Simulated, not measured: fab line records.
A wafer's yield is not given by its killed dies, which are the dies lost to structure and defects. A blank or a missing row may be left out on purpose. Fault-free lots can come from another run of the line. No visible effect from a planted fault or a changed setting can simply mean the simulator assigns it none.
fab line records	flow sky130
record lots=7	wafers=21	lastDay=49
route steps=708 shown FIELD_ISO@15
lots with no fault: from the same line, run without faults
startH: hours from the record's opening day to when the first of the lot's shown wafers began	waitH: hours since the lot's step before	" unchanged from the row above	L1.1+2: a single row standing in for several wafers	- no value, or no start was given	* or withheld: withheld	< > ~ a bound
route shown NAME@n: names a module that has steps shown in the file, with the first one's number in the route	usual: mean and standard deviation over wafers with no fault	same: alike in all rows	chamber/n: place in a boat	sites: the reading at each site	_std_site: their standard deviation	_edge_site: mean of outer sites minus mean of inner sites	radiusMm: for every site, how far away it sits from the centre of the wafer	mask NAME#n: copy n	behind: the most recent tool/chamber to have shaped the wafer	hold: why the lot was held/for how many hours/how that ended	device: the n, p or np transistor that did not switch	end of line: at the end of the route, the tests of the same wafers	a step with no rows: only its recipe	killed: at the first sort, the dies lost to defects and structure; wafer yield is something else	map: per-die view of a wafer (x killed, . not killed, _ where there is no die)
set.NAME: the run value of the setting; set.NAME@STEP: its run value at that earlier step	model.NAME: the simulator's own value behind a step, which no gauge read
lots seen at some steps along the route; tables by step, rows by wafer
services: a tool's chamber out of use, with start hour (startH, from the record's first day; less than 0 if before it), hours out, and reason
## steps
# step SKY_FIELD_ISO_ETCH_14
# recipe chemistry=N2/H2	target=BARC	ionEnergyEv=200	sourceW=500	biasW=100	pressureMtorr=30	n2FlowSccm=100	h2FlowSccm=200	stopOn=SiO2	timeS=45.9	targetDepthA=600
# usual biasW=100.01/0.28	drypumpMotorCurrentA=5.8/0.5	oesProductAu=0.855/0.004	throttleValvePct=13.226/0.009
lot.wafer	tool	chamber	startH	waitH	biasW	drypumpMotorCurrentA	oesProductAu	rfHoursCounterH	throttleValvePct
L843.2	rieDiel-04	1	39.46	0.1	99.85	6.3	0.860	4	13.226
L843.4	"	0	"	"	99.83	5.1	0.856	-	13.227
L843.6	"	3	"	"	100.15	5.2	0.853	-	13.223
L849.3	rieDiel-01	1	70.56	0.1	100.64	5.4	0.852	3	13.224
L849.4	"	2	"	"	99.95	6.2	0.858	69	13.238
L849.6	"	3	"	"	99.97	6.5	0.854	-	13.216
L850.1	rieDiel-02	1	75.51	0.1	100.23	4.9	0.857	146	13.230
L850.2	"	0	"	"	100.25	6.1	0.858	96	13.215
L850.5	"	2	"	"	99.77	5.9	0.863	-	13.236
L851.2	rieDiel-02	2	82.71	0.1	100.42	5.8	0.845	58	13.219
L851.3	"	0	"	"	100.27	6.1	0.861	96	13.227
L851.6	"	0	"	"	99.79	6.1	0.853	-	13.235
L857.2	rieDiel-02	3	112.31	0.1	99.67	5.7	0.856	6	13.229
L857.4	"	0	"	"	100.15	6.1	0.852	96	13.215
L857.6	"	2	"	"	100.27	5.9	0.851	-	13.241
L859.2	rieDiel-04	2	122.11	0.1	99.89	5.7	0.853	139	13.236
L859.4	"	3	"	"	100.09	5.1	0.849	2	13.215
L859.5	"	1	"	"	100.01	6.3	0.857	-	13.225
L862.4	rieDiel-04	1	144.81	0.0	100.24	6.3	0.856	6	13.219
L862.5	"	3	"	"	100.06	5.2	0.858	-	13.229
L862.6	"	0	"	"	100.08	5.1	0.851	-	13.222
# step SKY_FIELD_ISO_ETCH_15
# recipe chemistry=CHF3/O2	targetDepthNm=180	stopOn=Si	sourceW=600	biasW=200	pressureMtorr=40	chf3FlowSccm=50	O2_flow_sccm=5	timeS=72
# usual biasW=200.0/0.53	drypumpMotorCurrentA=5.8/0.5	oesProductAu=0.943/0.0061	throttleValvePct=8.843/0.0093
lot.wafer	tool	chamber	startH	waitH	biasW	drypumpMotorCurrentA	oesProductAu	rfHoursCounterH	throttleValvePct
L843.2	rieDiel-04	1	39.50	0.0	200.1	6.2	0.947	4	8.842
L843.4	"	0	"	"	200.1	5.1	0.952	-	8.844
L843.6	"	3	"	"	200.9	5.2	0.943	-	8.848
L849.3	rieDiel-01	1	70.61	0.0	199.7	5.4	0.947	3	8.844
L849.4	"	2	"	"	200.0	6.2	0.941	69	8.846
L849.6	"	3	"	"	200.6	6.5	0.941	-	8.857
L850.1	rieDiel-02	1	75.55	0.0	199.4	4.9	0.948	146	8.860
L850.2	"	0	"	"	199.6	6.1	0.951	96	8.835
L850.5	"	2	"	"	199.2	5.8	0.945	-	8.846
L851.2	rieDiel-02	2	82.75	0.0	200.6	5.8	0.949	58	8.848
L851.3	"	0	"	"	199.4	6.1	0.943	96	8.844
L851.6	"	0	"	"	199.4	6.1	0.936	-	8.832
L857.2	rieDiel-02	3	112.36	0.0	200.8	5.7	0.939	6	8.842
L857.4	"	0	"	"	200.0	6.1	0.950	96	8.843
L857.6	"	2	"	"	200.1	5.8	0.951	-	8.837
L859.2	rieDiel-04	2	122.16	0.0	200.5	5.7	0.947	139	8.852
L859.4	"	3	"	"	199.4	5.2	0.946	2	8.835
L859.5	"	1	"	"	199.8	6.3	0.944	-	8.847
L862.4	rieDiel-04	1	144.86	0.0	200.7	6.2	0.940	6	8.838
L862.5	"	3	"	"	200.7	5.1	0.948	-	8.860
L862.6	"	0	"	"	199.5	5.1	0.941	-	8.848
# step SKY_FIELD_ISO_STRIP_16
# recipe chemistry=O2/N2	powerW=1400	pressureMtorr=1500	platenTempC=withheld	o2FlowSccm=3000	n2FlowSccm=300	overashFraction=0.5
# usual drypumpMotorCurrentA=5.6/0.39	oesProductAu=0.378/0.0047	stripTimeToEndpointS=3.54/0.039
lot.wafer	tool	chamber	startH	waitH	drypumpMotorCurrentA	oesProductAu	rfHoursCounterH	stripTimeToEndpointS
L843.2	plasmaAsher-04	0	39.56	0.0	6.3	0.382	37	3.60
L843.4	"	0	"	"	6.3	0.370	-	3.50
L843.6	"	1	"	"	5.2	0.383	-	3.56
L849.3	plasmaAsher-02	1	70.70	0.1	5.0	0.371	-	3.55
L849.4	"	0	"	"	5.6	0.375	-	3.55
L849.6	"	0	"	"	5.6	0.376	-	3.56
L850.1	plasmaAsher-04	1	75.61	0.0	5.2	0.376	41	3.47
L850.2	"	0	"	"	6.3	0.376	41	3.57
L850.5	"	1	"	"	5.2	0.378	-	3.50
L851.2	plasmaAsher-02	0	82.81	0.0	5.6	0.377	39	3.56
L851.3	"	1	"	"	5.1	0.371	-	3.63
L851.6	"	1	"	"	5.1	0.381	-	3.59
L857.2	plasmaAsher-04	1	112.41	0.0	5.2	0.377	46	3.59
L857.4	"	0	"	"	6.2	0.381	-	3.61
L857.6	"	0	"	"	6.3	0.380	-	3.57
L859.2	plasmaAsher-01	1	122.21	0.0	5.8	0.369	33	3.51
L859.4	"	0	"	"	5.4	0.382	-	3.57
L859.5	"	1	"	"	5.8	0.383	-	3.58
L862.4	plasmaAsher-01	1	144.95	0.1	5.9	0.377	-	3.59
L862.5	"	0	"	"	5.5	0.378	-	3.54
L862.6	"	1	"	"	5.8	0.373	-	3.45
# step SKY_FIELD_ISO_ETCH_17
# recipe targetDepthA=3420	maskMaterial=Si3N4	chemistry=HBr/Cl2/O2	target=Si	taperDeg=5	icpW=600	biasW=150	pressureMtorr=15	HBr_flow_sccm=150	Cl2_flow_sccm=40	O2_flow_sccm=6	timeS=97.7
# usual biasW=150.1/0.44	drypumpMotorCurrentA=5.6/0.46	oesProductAu=1.002/0.0099	throttleValvePct=25.654/0.011
lot.wafer	tool	chamber	startH	waitH	biasW	drypumpMotorCurrentA	oesProductAu	rfHoursCounterH	throttleValvePct
L843.2	rieSi-02	2	39.66	0.1	149.7	5.7	0.999	69	25.654
L843.4	"	0	"	"	150.5	5.0	1.000	73	25.664
L843.6	"	2	"	"	149.5	5.7	0.999	-	25.644
L849.3	rieSi-02	2	70.76	0.0	150.5	5.7	0.997	70	25.645
L849.4	"	1	"	"	149.6	5.2	1.015	2	25.645
L849.6	"	2	"	"	150.1	5.8	1.004	-	25.664
L850.1	rieSi-01	2	75.71	0.1	149.9	5.4	1.011	116	25.663
L850.2	"	0	"	"	150.6	5.0	1.007	70	25.637
L850.5	"	2	"	"	150.3	5.4	1.020	-	25.642
L851.2	rieSi-01	2	82.91	0.1	150.1	5.4	1.022	116	25.635
L851.3	"	1	"	"	150.6	5.8	1.003	110	25.661
L851.6	"	0	"	"	150.0	5.0	1.005	-	25.643
L857.2	rieSi-02	0	112.51	0.1	149.8	5.1	0.996	74	25.649
L857.4	"	3	"	"	150.3	5.8	1.001	76	25.653
L857.6	"	2	"	"	149.5	5.7	1.003	-	25.650
L859.2	rieSi-02	0	122.31	0.1	150.3	5.0	1.005	74	25.669
L859.4	"	3	"	"	150.1	5.7	0.995	76	25.661
L859.5	"	1	"	"	150.0	5.2	1.017	-	25.667
L862.4	rieSi-01	1	145.01	0.0	149.9	5.8	1.000	111	25.667
L862.5	"	0	"	"	150.1	5.0	1.001	-	25.657
L862.6	"	3	"	"	149.8	6.4	0.999	-	25.649
# step SKY_FIELD_ISO_WET_ETCH_18
# recipe chemistry=H3PO4	targetDepthNm=25	tempC=160	target=Si3N4	timeS=286
# step SKY_FIELD_ISO_CLEAN_19
# recipe chemistry=SC1/SC2	mix=1:4:20	tempC=70	timeS=150
# step SKY_FIELD_ISO_CLEAN_20
# recipe chemistry=dHF	timeS=20	dilution=100:1
# step SKY_FIELD_ISO_WET_ETCH_21
# recipe chemistry=dHF	dilution=100:1	targetDepthNm=20	dry=ipaMarangoni	target=SiO2	tempC=25	timeS=400
# step SKY_FIELD_ISO_OXIDATION_22
# recipe tempC=950	ambient=O2	stabiliseS=600	purgeS=300	targetThkA=100	oxTimeS=623
# step SKY_FIELD_ISO_THK_MEAS_23
# recipe reads=SiO2_of_FIELD_ISO_OXIDATION_22
# usual FIELD_ISO_OXIDATION_01_THK=9.96/0.23
lot.wafer	tool	chamber	startH	waitH	FIELD_ISO_OXIDATION_01_THK[nm]
L843.2	filmMetro-01	-	42.90	0.0	9.83
L843.4	"	-	"	"	9.88
L843.6	"	-	"	"	9.87
L849.3	filmMetro-04	-	72.83	0.0	10.11
L849.4	"	-	"	"	10.05
L849.6	"	-	"	"	10.16
L850.1	filmMetro-01	-	77.81	0.0	9.87
L850.2	"	-	"	"	10.01
L850.5	"	-	"	"	10.02
L851.2	filmMetro-04	-	84.44	0.0	10.06
L851.3	"	-	"	"	10.09
L851.6	"	-	"	"	10.10
L857.2	filmMetro-03	-	122.25	0.0	9.53
L857.4	"	-	"	"	9.64
L857.6	"	-	"	"	9.73
L859.2	filmMetro-01	-	130.53	0.0	10.19
L859.4	"	-	"	"	10.28
L859.5	"	-	"	"	10.17
L862.4	filmMetro-04	-	146.56	0.0	10.00
L862.5	"	-	"	"	10.01
L862.6	"	-	"	"	9.98
# step SKY_FIELD_ISO_CVD_24
# recipe material=SiO2	targetThkNm=595	tempC=650	sigmaOpenFrac=0.3	timeS=99.2	sih4FlowSccm=60	pressureMtorr=6
# step SKY_FIELD_ISO_THK_MEAS_25
# recipe reads=SiO2_of_FIELD_ISO_CVD_24
# usual FIELD_ISO_CVD_24_THK=592/5.8
lot.wafer	tool	chamber	startH	waitH	FIELD_ISO_CVD_24_THK[nm]
L843.2	filmMetro-01	-	43.03	0.0	587
L843.4	"	-	"	"	593
L843.6	"	-	"	"	589
L849.3	filmMetro-01	-	72.96	0.1	598
L849.4	"	-	"	"	597
L849.6	"	-	"	"	592
L850.1	filmMetro-03	-	77.94	0.0	581
L850.2	"	-	"	"	582
L850.5	"	-	"	"	586
L851.2	filmMetro-01	-	84.57	0.0	595
L851.3	"	-	"	"	578
L851.6	"	-	"	"	597
L857.2	filmMetro-01	-	122.38	0.0	605
L857.4	"	-	"	"	598
L857.6	"	-	"	"	587
L859.2	filmMetro-03	-	130.67	0.0	582
L859.4	"	-	"	"	586
L859.5	"	-	"	"	583
L862.4	filmMetro-03	-	146.69	0.0	583
L862.5	"	-	"	"	593
L862.6	"	-	"	"	593
# step SKY_FIELD_ISO_ANNEAL_26
# recipe tempC=1000	timeS=1800	ambient=N2
# usual spikeTcBottomC=1020.2/2.3	spikeTcCentreC=1001.5/1.3	spikeTcLowerC=1002.2/1.1
lot.wafer	tool	chamber	startH	waitH	spikeTcBottomC	spikeTcCentreC	spikeTcLowerC
L843.2	furnace-01	0	45.75	2.7	1024.2	1001.4	1001.4
L843.4	"	0	"	"	1022.7	1000.3	1001.3
L843.6	"	0	"	"	1022.1	1001.0	1002.2
L849.3	furnace-02	-	73.00	0.0	-	-	-
L849.4	"	-	"	"	-	-	-
L849.6	"	-	"	"	-	-	-
L850.1	furnace-01	-	78.00	0.1	-	-	-
L850.2	"	-	"	"	-	-	-
L850.5	"	-	"	"	-	-	-
L851.2	furnace-01	-	84.62	0.0	-	-	-
L851.3	"	-	"	"	-	-	-
L851.6	"	-	"	"	-	-	-
L857.2	furnace-02	0	127.85	5.5	1017.9	1001.8	1003.0
L857.4	"	0	"	"	1017.7	1003.6	1001.9
L857.6	"	0	"	"	1017.6	1001.9	1001.8
L859.2	furnace-01	0	134.24	3.6	1021.2	999.1	1001.9
L859.4	"	0	"	"	1022.4	1001.1	999.6
L859.5	"	0	"	"	1021.4	1000.5	1001.4
L862.4	furnace-01	0	146.72	0.0	1022.5	999.9	1003.1
L862.5	"	0	"	"	1023.7	1001.1	1001.3
L862.6	"	0	"	"	1022.8	1001.5	1001.9
# step SKY_FIELD_ISO_CMP_27
# recipe stopOn=Si3N4	tOverpolishS=16	downForcePsi=4	platenRpm=60	targetThkNm=457.8	padVelocityMS=0.94248
# usual motorCurrentA=12.3/1	overpolishRunS=16.001/0.0096	retainingRingPressureFrac=1.000/0.0053	slurryFilterDpKPa=13.49/0.15	slurryFlowMlMin=149.9/0.47	timeToEndpointS=112/4.2
lot.wafer	tool	chamber	startH	waitH	motorCurrentA	overpolishRunS	retainingRingPressureFrac	slurryFilterDpKPa	slurryFlowMlMin	timeToEndpointS
L843.2	cmp-02	1	47.35	0.1	12.8	15.992	1.002	13.61	149.1	113
L843.4	"	2	"	"	11.3	16.018	1.005	13.55	149.6	113
L843.6	"	3	"	"	13.3	16.012	1.015	13.58	150.2	108
L849.3	cmp-01	3	74.55	0.1	10.6	16.011	1.002	13.18	150.0	108
L849.4	"	1	"	"	12.8	16.003	1.002	13.43	149.7	111
L849.6	"	2	"	"	14.0	16.013	1.001	13.58	148.8	109
L850.2	cmp-02	3	79.50	0.0	13.5	15.991	1.000	13.34	150.7	113
L850.1	"	2	"	"	11.2	15.990	0.989	13.79	150.6	120
L850.5	"	0	"	"	11.1	15.997	1.000	13.51	149.5	110
L851.3	cmp-02	1	86.17	0.1	12.3	15.992	0.997	13.48	149.1	118
L851.2	"	2	"	"	11.1	15.996	0.998	13.52	150.4	121
L851.6	"	1	"	"	12.7	15.999	0.997	13.52	150.5	120
L857.2	cmp-02	3	129.40	0.1	12.9	15.979	1.005	13.53	149.8	115
L857.4	"	0	"	"	11.8	16.020	1.009	13.59	149.5	106
L857.6	"	3	"	"	12.8	16.006	0.998	13.24	149.5	111
L859.2	cmp-02	1	136.07	0.3	12.3	16.000	1.002	13.41	150.7	110
L859.4	"	2	"	"	11.7	16.014	0.994	13.42	150.0	113
L859.5	"	0	"	"	11.2	16.004	0.994	13.46	150.7	106
L862.4	cmp-01	0	148.37	0.1	11.8	15.982	0.993	13.60	150.6	116
L862.6	"	1	"	"	13.0	16.010	1.000	13.90	149.6	115
L862.5	"	2	"	"	13.9	16.001	0.991	13.59	150.3	109
## services
tool	chamber	startH	hours	kind
rieSi-02	-	25.55	0.7	repair
rieDiel-04	2	36.50	19.5	repair
furnace-01	-	39.95	3.0	pm
plasmaAsher-01	-	44.83	2.3	repair
rieSi-02	0	49.22	1.2	repair
rieDiel-02	0	49.30	11.6	repair
rieSi-01	2	56.78	11.5	repair
rieDiel-04	2	58.11	8.8	repair
cmp-01	-	64.03	4.0	pm
cmp-01	-	68.03	-	consumableReplace:conditioner
cmp-01	-	68.03	-	consumableReplace:pad
cmp-02	-	69.30	2.6	repair
cmp-01	-	91.08	0.9	repair
plasmaAsher-01	-	92.40	3.8	repair
furnace-02	-	103.13	5.0	pm
rieDiel-01	1	107.54	8.1	repair
cmp-01	-	108.17	1.5	repair
rieDiel-04	-	109.91	4.3	pm
rieSi-01	2	112.09	9.6	repair
plasmaAsher-02	-	114.53	4.2	repair
rieSi-01	-	124.26	2.9	repair
rieSi-01	1	146.45	3.5	repair
cmp-02	-	147.39	2.4	repair
rieDiel-02	-	147.64	2.8	pm
## key
firstSign step=SKY_FIELD_ISO_ANNEAL_26	reading=toolRecord	direction=missing
effect none on later readings
metAt SKY_FIELD_ISO_ANNEAL_26
struckWafers L849.3,L849.4,L849.6,L850.1,L850.2,L850.5,L851.2,L851.3,L851.6
laterRowsLeftOut L849.3,L849.4,L849.6,L850.1,L850.2,L850.5,L851.2,L851.3,L851.6
sortLeftOut L849.3,L849.4,L849.6,L850.1,L850.2,L850.5,L851.2,L851.3,L851.6
testerLeftOut L849,L850,L851
onsetBetween 45.75 73.00
fault kind=skippedStepWhole	tool=furnace-01,furnace-02	chamber=-	onsetH=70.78	steps=SKY_FIELD_ISO_ANNEAL_26	scope=struckLotsOnly
# testerLeftOut: of these lots the tester's yield and bins aren't shown, on N5 and GAA mostly nor the transistor test; their killed dies are dies lost to structure and defects alone, not to doping, threshold or leakage, so they don't give the yield
# sortLeftOut: the simulated sort isn't trusted on such a fault, so these wafers' sort isn't shown, and their yield isn't known
# laterRowsLeftOut: the simulator's readings of these wafers behind a module that went badly wrong aren't trusted and aren't shown, but for the sort
